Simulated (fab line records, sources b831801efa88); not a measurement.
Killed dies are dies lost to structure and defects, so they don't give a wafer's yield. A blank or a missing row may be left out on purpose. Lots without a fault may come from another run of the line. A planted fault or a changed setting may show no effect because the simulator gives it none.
A struck lot beside a sound one | flow sky130 | 16 steps out of a route of 708
Sound: wafers L663.1, L663.3, L663.4. Struck: wafers L676.1, L676.3, L676.6. The cause comes at the end.
At each step with rows: each side's tool, then ch and its chambers, then its first start. Under that, the readings that differ: sound wafers | struck wafers | difference of the means | sigmas: that difference in standard deviations of wafers without a fault.
alike: readings whose means differ by less than 2 such deviations, and words and numbers that are the same on both sides. not compared: withheld readings, readings that some wafer has no value for, bounds like >300 that may hide the same value, and numbers for which the record gives no deviation and whose values overlap.
The two part at a step that has a row with sigmas, a row that says differs or no value, or rows on one side only. Numbers that don't overlap but have no deviation are shown without sigmas and don't part them. A reading that every wafer of one side lacks parts them only if that side has two wafers or more.

first, 3 steps without rows for these wafers: SKY_SONOS_TUNNEL_EXPOSE_04 (exposes mask TUNM, target cd 410 nm); SKY_SONOS_TUNNEL_PEB_05; SKY_SONOS_TUNNEL_DEVELOP_06 (develop time 60 s).
SKY_SONOS_TUNNEL_CD_MEAS_07: target cd 410 nm.
  sound on cd_sem-01, day 11 16:48; struck on cd_sem-01, day 16 01:39
  alike: cd_nm
SKY_SONOS_TUNNEL_OVL_MEAS_08:
  sound on overlay-02, day 11 16:55; struck on overlay-02, day 16 01:46
  alike: SONOS_TUNNEL_OVL
then, 3 steps without rows for these wafers: SKY_SONOS_TUNNEL_IMPLANT_09; SKY_SONOS_TUNNEL_WET_ETCH_10 (etches SiO2 in dHF, target depth 14 nm, time 280 s); SKY_SONOS_TUNNEL_STRIP_11 (strips in SPM, time 600 s).
SKY_SONOS_TUNNEL_TW_MEAS_12:
  sound on film_metro-01, day 11 17:23; struck on film_metro-03, day 16 02:14
  alike: SONOS_TUNNEL_TW
then, 2 steps without rows for these wafers: SKY_SONOS_TUNNEL_CLEAN_13 (cleans in dHF, time 20 s); SKY_SONOS_ONO_OXIDATION_00 (stabilise 600 s, purge 300 s, target thk 2.6 nm).
SKY_SONOS_ONO_THK_MEAS_01:
  sound on film_metro-01, day 11 21:01; struck on film_metro-01, day 16 11:16
  alike: SONOS_ONO_OXIDATION_THK
SKY_SONOS_ONO_CVD_02: deposits Si3N4 from DCS/NH3, target thk 10.5 nm, time 180 s.
  sound on lpcvd-02 ch 1, day 11 21:04; struck on lpcvd-02 ch 1, day 16 13:13
  reading                                     | sound             | struck           | difference | sigmas
  model.Si3N4_of_SONOS_ONO_CVD_02.thk_nm (nm) | 10.43 10.34 10.28 | 7.26 7.236 7.245 | -3.10      |
  alike: pressure_mtorr, zone_power_top_pct
SKY_SONOS_ONO_THK_MEAS_03:
  sound on film_metro-02, day 11 22:07; struck on film_metro-01, day 16 14:16
  reading                   | sound             | struck         | difference | sigmas
  SONOS_ONO_CVD_02_THK (nm) | 10.45 10.35 10.24 | 7.30 7.22 7.28 | -3.08      | -26
then, 1 step without rows for these wafers: SKY_SONOS_ONO_CVD_04 (deposits SiO2 from SiH4/N2O, target thk 5.7199 nm).
-- the record jumps here: 33 days lie between the struck wafers' starts before and after (it left off in module SONOS_ONO and takes up again in module PAD_OPEN, whose first step shown is number 708 of the route) --
SKY_PAD_OPEN_PROBE_99:
  sound on prober-01, day 46 07:58; struck on prober-02, day 49 07:14
  reading                                 | sound                   | struck                | difference | sigmas
  model.etest.sonos_uncharged.r_on_ohm_um | 800.9 803.3 802.5       | 766.4 762.9 746.1     | -43.8      |
  model.etest.sonos_erased.drive_ua_um    | 207.4 170.2 198.1       | 246 215.9 238.6       | +42        |
  model.etest.cap_ono.gate_log10_a_cm2    | -7.703 -7.803 -7.731    | -6.13 -5.957 -6.007   | +1.71      |
  model.etest.cap_ono.gate_bv_v (V)       | 15.8 16.21 16.54        | 14.57 14.57 14.51     | -1.63      |
  model.etest.cap_ono.tox_acc_nm (nm)     | 12.75 12.78 12.72       | 11.45 11.36 11.34     | -1.37      |
  model.etest.sonos_programmed.vt_v (V)   | 1.531 1.561 1.563       | 1.779 1.773 1.722     | +0.206     |
  model.etest.sonos_baked.vt_less_v (V)   | -0.5335 -0.5915 -0.5752 | -0.834 -0.837 -0.8064 | -0.259     |
  model.etest.sonos_erased.vt_v (V)       | -2.363 -2.294 -2.355    | -2.47 -2.44 -2.474    | -0.12      |
  alike: killed_at_M0_to_M3, killed_at_M4_up, killed_at_contacts, killed_at_front_end, killed_at_other, killed_dies, killed_open, killed_short

WHERE THEY PART
Only at SKY_SONOS_ONO_THK_MEAS_03, within this record. Later steps at which nothing parts them and some readings are alike: SKY_PAD_OPEN_PROBE_99.

WHY: what the simulator had put in
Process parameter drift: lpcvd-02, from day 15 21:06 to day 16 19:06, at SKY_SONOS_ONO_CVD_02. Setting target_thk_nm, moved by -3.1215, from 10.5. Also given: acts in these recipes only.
